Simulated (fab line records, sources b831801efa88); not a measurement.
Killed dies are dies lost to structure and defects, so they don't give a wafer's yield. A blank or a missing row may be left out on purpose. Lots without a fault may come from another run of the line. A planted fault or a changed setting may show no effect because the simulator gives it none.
Problem report in the 8D (eight disciplines) form, filled by code | flow sky130 | the parts of the form that need people (team, actions taken, sign-off) are left out

1. THE PROBLEM
developer_temp_C at SKY_VT_ADJUST_HVTP_DEVELOP_06 reads a mean of 25.25 C on 6 wafers of 2 lots; wafers without a fault read 22.99 C with a standard deviation of 0.11. That is +21 standard deviations from the usual mean.
The step: develop time 60 s.
First seen on wafer L811.1, day 9 08:50, on litho_track-02. The record holds 39 wafers of 13 lots with a number at this step. Rule for "out", or "out of limits": more than 4 standard deviations from the usual mean. The other wafers with a number count as sound.

2. WHAT IT IS AND WHAT IT IS NOT
question                    | is                     | is not
which readings at this step | developer_temp_C       | -
which lots                  | L811, L812             | L798, L800, L801, L804, L813, L815, L816, L817, L818, L819, L820
which wafers of those lots  | all that have a number | -
read on which tools         | litho_track-02         | litho_track-01, litho_track-03
when                        | from day 9 08:50       | up to then (12 sound wafers); but 21 sound wafers of L813, L815, L816, L817, L818, L819, L820 came after

3. SUSPECTS, AND WHAT RULES EACH OUT
Counting: a tool at a process step up to the reading stays a suspect if it ran every lot that is out and no sound lot after the first of them.
- cmp-02 at SKY_FIELD_ISO_CMP_27 (polishes, stops on Si3N4, t overpolish 16 s, target thk 457.8 nm): ruled out as a lasting fault. Sound lots L816 ran on it after its first lot that is out, L811 (day 5 03:37).
- litho_track-02 at SKY_VT_ADJUST_HVTP_DEVELOP_06 (develop time 60 s): kept. It ran every lot that is out, first L811 (day 9 08:50), and no sound lot after that; its last sound lot up to then is L804 (day 7 13:53). Its own readings are out on those wafers: developer_temp_C.
Left after counting: litho_track-02 at SKY_VT_ADJUST_HVTP_DEVELOP_06.

4. THE CAUSE (what the simulator had put in)
Process parameter drift: litho_track-02, from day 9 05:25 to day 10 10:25, at SKY_VT_ADJUST_HVTP_DEVELOP_06. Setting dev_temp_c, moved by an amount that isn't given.
Counting left only this tool.

5. THE CHAIN OF EFFECTS, in route order
Each row: a reading whose mean over the struck wafers that have a number lies more than 3 standard deviations from the usual. Only readings for which the record gives a usual standard deviation are gone through. hours: the time from each lot's start at the first step in this table that gives one to its start at this step, as a median over the lots. sigmas: the change in usual standard deviations.
hours | step                          | reading          | usual   | on struck wafers | change | sigmas
0     | SKY_VT_ADJUST_HVTP_DEVELOP_06 | developer_temp_C | 22.99 C | 25.25            | +2.26  | +21
The process steps in it:
- SKY_VT_ADJUST_HVTP_DEVELOP_06: develop time 60 s.

6. WHAT WOULD HAVE CAUGHT IT SOONER
In this record the first reading out of limits was taken at day 9 08:50, 3 hours after the fault began at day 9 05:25.
